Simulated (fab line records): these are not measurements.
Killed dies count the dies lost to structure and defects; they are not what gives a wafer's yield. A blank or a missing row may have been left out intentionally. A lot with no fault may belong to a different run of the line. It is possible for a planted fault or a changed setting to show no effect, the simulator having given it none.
Matching of chambers || flow sky130 || SKY_CONTACT_CVD_00 on pecvd-02: 3 sister chambers
The step deposits Si3N4, target thk 75 nm. 6 wafers are shown with their chamber, then 7 later ones without.

WAFERS, EACH WITH ITS CHAMBER
{"wafer": "L844.5", "chamber": 2, "heater power w (W)": 578, "rf fwd power W (W)": 444.4}
{"wafer": "L850.5", "chamber": 1, "heater power w (W)": 873, "rf fwd power W (W)": 444.3}
{"wafer": "L851.5", "chamber": 2, "heater power w (W)": 526, "rf fwd power W (W)": 444.8}
{"wafer": "L851.6", "chamber": 0, "heater power w (W)": 611, "rf fwd power W (W)": 445.4}
{"wafer": "L856.1", "chamber": 0, "heater power w (W)": 595, "rf fwd power W (W)": 445.7}
{"wafer": "L856.3", "chamber": 1, "heater power w (W)": 891, "rf fwd power W (W)": 442.9}

WAFERS WHOSE CHAMBER IS MISSING
{"wafer": "L856.4", "heater power w (W)": 591, "rf fwd power W (W)": 442.9}
{"wafer": "L859.2", "heater power w (W)": 616, "rf fwd power W (W)": 446.7}
{"wafer": "L859.4", "heater power w (W)": 632, "rf fwd power W (W)": 443.0}
{"wafer": "L859.6", "heater power w (W)": 823, "rf fwd power W (W)": 442.8}
{"wafer": "L860.1", "heater power w (W)": 925, "rf fwd power W (W)": 441.9}
{"wafer": "L860.3", "heater power w (W)": 644, "rf fwd power W (W)": 444.7}
{"wafer": "L860.4", "heater power w (W)": 918, "rf fwd power W (W)": 443.7}

THE CHAMBER EACH PASSED THROUGH
{"wafer": "L856.4", "from the rows above": "can't be placed: 2 or 0", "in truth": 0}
{"wafer": "L859.2", "from the rows above": 0, "in truth": 0}
{"wafer": "L859.4", "from the rows above": "can't be placed: 2 or 0", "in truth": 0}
{"wafer": "L859.6", "from the rows above": 1, "in truth": 1}
{"wafer": "L860.1", "from the rows above": 1, "in truth": 1}
{"wafer": "L860.3", "from the rows above": "can't be placed: 0 or 2", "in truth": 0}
{"wafer": "L860.4", "from the rows above": 1, "in truth": 1}
Placed correctly: 4 of 7. Can't be placed from these rows: 3 (the true chamber is among the candidates in 3). Number placed wrongly: 0.
How it was worked out, from the rows above alone: a wafer's distance from a chamber is the root of the sum, over the readings, of the square of ((its reading less the chamber's mean) divided by the reading's scatter). The wafer belongs to the nearest chamber; if the next one is less than 2 further off, it can't be placed. For every chamber, the mean is computed from those of its wafers that are shown. How the scatter is found: for the shown wafers, subtract from each reading the mean of its chamber, square and add these, divide the total by (wafers less chambers), then take the root.
